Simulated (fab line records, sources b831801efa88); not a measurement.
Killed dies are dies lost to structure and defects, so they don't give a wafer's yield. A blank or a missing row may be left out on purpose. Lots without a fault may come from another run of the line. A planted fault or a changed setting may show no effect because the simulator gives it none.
Which tool did it? | flow sky130 | 12 lots, 36 wafers sampled, at 1 step of a route of 708

WHAT THE GAUGES READ, wafer by wafer
SKY_VT_ADJUST_HVTR_OVL_MEAS_08.
lot  | measured     | on         | VT_ADJUST_HVTR_OVL (nm)
L075 | day 9 15:14  | overlay-02 | -0.7 -1.9 0.5
L077 | day 10 08:34 | overlay-02 | -1.4 -2.6 -1.7
L079 | day 10 16:17 | overlay-02 | -1.2 -2.2 -0.6
L081 | day 12 00:35 | overlay-02 | 0.2 0.8 -1.1
L083 | day 12 18:36 | overlay-01 | -3.0 -1.9 0.2
L085 | day 13 07:50 | overlay-02 | -2.9 -2.2 -1.8
L088 | day 14 02:02 | overlay-02 | -1.3 -1.6 -1.7
L090 | day 14 20:17 | overlay-02 | -2.7 -2.5 -3.5
L091 | day 15 03:56 | overlay-01 | -2.5 -1.2 -2.4
L093 | day 15 08:08 | overlay-02 | -0.9 0.2 1.2
L095 | day 15 22:26 | overlay-02 | -2.5 -3.6 -2.9
L097 | day 16 09:14 | overlay-01 | -1.6 -1.7 -0.5

WHICH TOOL RAN EACH LOT (tool, then ch and the chambers of the sampled wafers, then the start)
The record holds no process step before these readings.

THE ANSWER, worked out from the rows above alone
Rule: what is usual is taken from the lots themselves. Put in order of their means at a reading, lots are off if they are a third of the lots or fewer, leave a main group of 4 or more, and stand apart from it by a gap of 3 or more times the standard deviation of the main group's means; of several such gaps the widest counts. A main group whose means are all the same, to the digits that the tables above print for the reading, isn't used. A lot without any number at a reading at which 4 lots or more have one is off too. The other lots that the step has rows for count as sound.
No lot is off at any reading shown: from this, nothing can be told.

WHAT THE SIMULATOR HAD PUT IN
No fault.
